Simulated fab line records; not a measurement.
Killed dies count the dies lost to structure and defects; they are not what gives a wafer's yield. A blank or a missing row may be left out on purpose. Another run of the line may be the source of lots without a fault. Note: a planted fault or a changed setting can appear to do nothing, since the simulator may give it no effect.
Which tool did it? ; flow sky130 ; 13 lots, 39 wafers sampled, at 3 steps of a route of 708

WHAT EACH GAUGE READ, for each wafer
SKY_CAPM_OVL_MEAS_12.
lot;measured;on;CAPM_OVL (nm)
L597;day 37 07:45;overlay-01;-0.2 0.9 1.4
L598;day 37 21:26;overlay-02;1.1 -0.3 0.6
L599;day 38 01:59;overlay-01;0.8 1.1 2.5
L600;day 38 03:01;overlay-01;-1.0 2.0 0.8
L610;day 41 08:26;overlay-02;-0.8 -0.3 0.0
L611;day 41 14:09;overlay-02;-5.5 -5.1 -3.8
L612;day 41 23:32;overlay-02;-3.1 -2.0 -1.8
L614;day 42 15:05;overlay-02;-1.2 -3.6 -2.2
L615;day 42 18:08;overlay-02;-1.3 -1.4 -1.4
L616;day 43 03:10;overlay-01;-2.5 -1.6 -0.9
L617;day 43 10:38;overlay-01;-2.7 -3.6 -1.8
L618;day 43 16:01;overlay-02;-4.3 -2.6 -2.2
L620;day 44 14:20;overlay-02;0.2 0.1 -0.7

SKY_VIA3_RS_MEAS_22: the measuring method here is four-point-probe.
lot;measured;on;VIA3_W_RS (ohm/sq)
L597;day 39 13:50;film_metro-02;0.294 0.288 0.290
L598;day 40 01:34;film_metro-02;0.298 0.294 0.295
L599;day 40 07:11;film_metro-02;0.288 0.289 0.294
L600;day 40 08:38;film_metro-02;0.289 0.286 0.288
L610;day 43 11:06;film_metro-01;0.292 0.293 0.294
L611;day 43 16:22;film_metro-04;0.295 0.292 0.293
L612;day 43 23:45;film_metro-02;0.289 0.291 0.290
L614;day 44 15:04;film_metro-02;0.295 0.299 0.298
L615;day 44 19:37;film_metro-04;0.293 0.293 0.294
L616;day 45 03:05;film_metro-02;0.287 0.288 0.288
L617;day 45 10:31;film_metro-02;0.292 0.291 0.291
L618;day 45 15:01;film_metro-01;0.288 0.291 0.290
L620;day 46 11:22;film_metro-01;0.289 0.291 0.293

WHAT TOOL EACH LOT RAN ON (gives the tool, then ch and the chambers of the sampled wafers, and finally the start)
lot;SKY_METAL3_SPUTTER_01
L597;pvd_sputter-03, day 36 06:35
L598;pvd_sputter-04, day 36 20:13
L599;pvd_sputter-03, day 37 00:16
L600;pvd_sputter-01, day 37 01:07
L610;pvd_sputter-04, day 40 08:57
L611;pvd_sputter-03, day 40 14:38
L612;pvd_sputter-03, day 40 23:31
L614;pvd_sputter-03, day 41 16:08
L615;pvd_sputter-04, day 41 19:20
L616;pvd_sputter-04, day 42 03:59
L617;pvd_sputter-04, day 42 11:38
L618;pvd_sputter-03, day 42 16:09
L620;pvd_sputter-01, day 43 16:08
- SKY_METAL3_SPUTTER_01: material TiN, target thk 20 nm, time 16.7 s.

AS READ BY THE TOOLS THEMSELVES (means over the sampled wafers that have a number; for cases with no such wafer, the mark the record gives instead)
SKY_METAL3_SPUTTER_01.
lot;tool;chamber_pressure_pa (Pa);throttle_valve_pct (%)
L597;pvd_sputter-03;0.3994;30.4
L598;pvd_sputter-04;0.3999;30.4
L599;pvd_sputter-03;0.3997;30.1
L600;pvd_sputter-01;0.4002;29.8
L610;pvd_sputter-04;0.3998;29.4
L611;pvd_sputter-03;0.4000;30.2
L612;pvd_sputter-03;0.4006;30.3
L614;pvd_sputter-03;0.4005;30.3
L615;pvd_sputter-04;0.4005;29.8
L616;pvd_sputter-04;0.3989;30.3
L617;pvd_sputter-04;0.4000;29.4
L618;pvd_sputter-03;0.4004;30.4
L620;pvd_sputter-01;0.4001;28.5

THE ANSWER, worked out from the rows above alone
Rule: what is usual is taken from the lots themselves. The widest of any qualifying gaps counts: lots, ordered by their means at a reading, are off when they make up no more than a third of the lots, leave a main group of 4 or more, and stand apart from it by 3 or more times the standard deviation of that group's means. A main group whose means are all the same, to the digits that the tables above print for the reading, isn't used. A lot without any number at a reading at which 4 lots or more have one is off too. Any other lot the step has rows for is counted as sound. Order of review: gauges by route order, followed by the tools' own readings, for which a lot's mean as printed above is used. At the first step where some lot is off, the reading lying furthest off is the one used; lots without a number count as furthest.
Across all readings shown, no lot is off: no conclusion can be drawn from this.

WHAT WAS PUT IN BY THE SIMULATOR
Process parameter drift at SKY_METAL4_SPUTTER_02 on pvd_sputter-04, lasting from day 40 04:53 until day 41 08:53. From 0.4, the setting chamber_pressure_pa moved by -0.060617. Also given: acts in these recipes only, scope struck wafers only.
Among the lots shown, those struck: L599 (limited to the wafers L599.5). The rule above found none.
